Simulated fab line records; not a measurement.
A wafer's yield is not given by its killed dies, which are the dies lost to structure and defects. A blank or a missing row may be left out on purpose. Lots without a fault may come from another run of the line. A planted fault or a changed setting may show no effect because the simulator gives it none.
What tool caused it? ; flow gf180mcu ; 42 wafers from 14 lots sampled at 4 of the route's 602 steps

== WHAT THE GAUGES SHOWED, per wafer ==
GF_VT_IMPLANT_TW_MEAS_21.
lot;measured;on;VT_IMPLANT_2_TW
L947;day 6 07:58;film_metro-01;1218 1217 1221
L948;day 6 13:03;film_metro-01;1209 1215 1220
L950;day 6 23:59;film_metro-04;1223 1223 1223
L951;day 7 06:05;film_metro-02;1200 1202 1203
L952;day 7 08:35;film_metro-02;1201 1202 1199
L958;day 9 03:56;film_metro-02;1205 1209 1207
L959;day 9 08:59;film_metro-01;1218 1219 1222
L965;day 11 07:56;film_metro-04;1224 1227 1226
L964;day 11 09:17;film_metro-04;1226 1222 1227
L966;day 11 18:02;film_metro-02;1202 1209 1200
L967;day 11 21:01;film_metro-04;1229 1226 1224
L968;day 12 04:06;film_metro-01;1218 1218 1221
L970;day 12 09:42;film_metro-04;1216 1219 1214
L969;day 12 12:35;film_metro-01;1216 1218 1219

GF_VT_IMPLANT_RS_MEAS_48: the measuring method here is four-point-probe.
lot;measured;on;LVPWELL_RS (ohm/sq)
L947;day 7 15:10;film_metro-01;1192.6 1197.8 1195.9
L948;day 7 20:38;film_metro-03;1194.9 1196.1 1194.1
L950;day 8 09:32;film_metro-01;1193.7 1196.1 1194.1
L951;day 8 16:34;film_metro-03;1197.3 1200.4 1193.8
L952;day 8 18:05;film_metro-02;1193.8 1193.3 1193.2
L958;day 10 16:35;film_metro-03;1195.4 1196.9 1196.1
L959;day 10 21:26;film_metro-02;1194.5 1195.8 1193.2
L965;day 12 22:52;film_metro-02;1194.4 1193.9 1196.2
L964;day 13 00:55;film_metro-01;1200.6 1195.7 1200.9
L966;day 13 08:30;film_metro-02;1191.7 1193.2 1193.8
L967;day 13 13:07;film_metro-02;1193.8 1193.8 1191.8
L968;day 13 20:04;film_metro-01;1199.3 1200.0 1196.4
L970;day 14 03:04;film_metro-03;1194.0 1195.5 1197.1
L969;day 14 04:55;film_metro-02;1190.3 1190.9 1189.5

GF_HV_LDD_OVL_MEAS_20.
lot;measured;on;HV_LDD_01_OVL (nm)
L947;day 10 20:41;overlay-01;0.1 -1.4 1.2
L948;day 11 05:29;overlay-01;-2.0 -1.9 -1.5
L950;day 11 19:47;overlay-02;-1.6 1.3 0.7
L951;day 12 02:12;overlay-02;-0.3 -2.5 -0.3
L952;day 12 04:25;overlay-01;2.9 3.4 0.2
L958;day 14 06:03;overlay-02;0.1 0.3 -0.8
L959;day 14 15:08;overlay-01;-1.5 -1.3 -2.0
L965;day 16 19:05;overlay-01;0.6 -2.1 -1.5
L964;day 16 20:59;overlay-01;-0.6 -1.0 1.0
L966;day 17 06:28;overlay-02;-1.5 -3.8 1.6
L967;day 17 11:01;overlay-02;-0.6 -3.0 0.4
L968;day 17 17:27;overlay-02;-1.8 -0.8 -2.9
L970;day 18 04:32;overlay-02;-3.4 -2.5 -4.2
L969;day 18 07:31;overlay-02;-2.7 -2.1 -2.9

== WHICH TOOL RAN EACH LOT (tool, then ch and the chambers of the sampled wafers, then the start) ==
lot;GF_POLY_GATE_ETCH_13
L947;rie_si-01 ch 1,2, day 9 05:23
L948;rie_si-01 ch 0,1,3, day 9 12:35
L950;rie_si-02 ch 0,2,3, day 10 02:28
L951;rie_si-02 ch 0,3, day 10 10:43
L952;rie_si-01 ch 1,2,3, day 10 13:08
L958;rie_si-01 ch 0,1,2, day 12 11:44
L959;rie_si-01 ch 1,2, day 12 19:50
L965;rie_si-02 ch 0,1,2, day 14 21:53
L964;rie_si-02 ch 1,2,3, day 15 00:28
L966;rie_si-02 ch 0,1,2, day 15 07:56
L967;rie_si-02 ch 0,3, day 15 11:56
L968;rie_si-02 ch 1,2,3, day 15 18:46
L970;rie_si-01 ch 0,2, day 16 02:20
L969;rie_si-02 ch 0,1,3, day 16 06:25
- GF_POLY_GATE_ETCH_13: etches poly-Si in HBr/Cl2, stops on SiO2, target depth 198.5 nm, time 69.6 s.

== AS READ BY THE TOOLS THEMSELVES (means over the sampled wafers that have a number; for cases with no such wafer, the mark the record gives instead) ==
GF_POLY_GATE_ETCH_13.
lot;tool;drypump_motor_current_A (A);oes_product_au (a.u.);run_length_s (s);throttle_valve_pct (%)
L947;rie_si-01;6.2;0.987;97.6;33.693
L948;rie_si-01;5.7;0.974;97.9;33.690
L950;rie_si-02;6.0;0.984;97.7;33.687
L951;rie_si-02;5.8;0.990;98.0;33.688
L952;rie_si-01;6.1;0.986;97.9;33.684
L958;rie_si-01;5.8;0.973;95.6;33.683
L959;rie_si-01;6.2;0.996;95.7;33.686
L965;rie_si-02;6.3;0.981;97.8;33.683
L964;rie_si-02;6.3;0.986;97.5;33.681
L966;rie_si-02;6.3;0.995;98.0;33.685
L967;rie_si-02;5.8;0.989;98.3;33.689
L968;rie_si-02;6.3;0.985;97.7;33.685
L970;rie_si-01;5.8;0.977;97.7;33.678
L969;rie_si-02;6.2;0.984;97.8;33.689

== THE ANSWER, worked out from the rows above alone ==
Rule: the lots themselves supply what counts as usual. Put in order of their means at a reading, lots are off if they are a third of the lots or fewer, leave a main group of 4 or more, and stand apart from it by a gap of 3 or more times the standard deviation of the main group's means; of several such gaps the widest counts. If all means in a main group match to the digits the tables above print for the reading, that group is not used. Also off: a lot with no number at a reading for which 4 or more lots have one. The other lots that the step has rows for count as sound. Order of review: gauges by route order, followed by the tools' own readings, for which a lot's mean as printed above is used. The first step at which some lot is off is used, and at that step the reading that is off furthest; a lot without a number counts as furthest.
Off: L958, L959, at GF_POLY_GATE_ETCH_13 (run_length_s). The main group has a mean of 97.8 s with a standard deviation of 0.2.
A tool fits if, at that step or a process step before it, it ran every lot that is off, and no sound lot after the first of them. No candidate that was tried fits.

== WHAT WAS PUT IN BY THE SIMULATOR ==
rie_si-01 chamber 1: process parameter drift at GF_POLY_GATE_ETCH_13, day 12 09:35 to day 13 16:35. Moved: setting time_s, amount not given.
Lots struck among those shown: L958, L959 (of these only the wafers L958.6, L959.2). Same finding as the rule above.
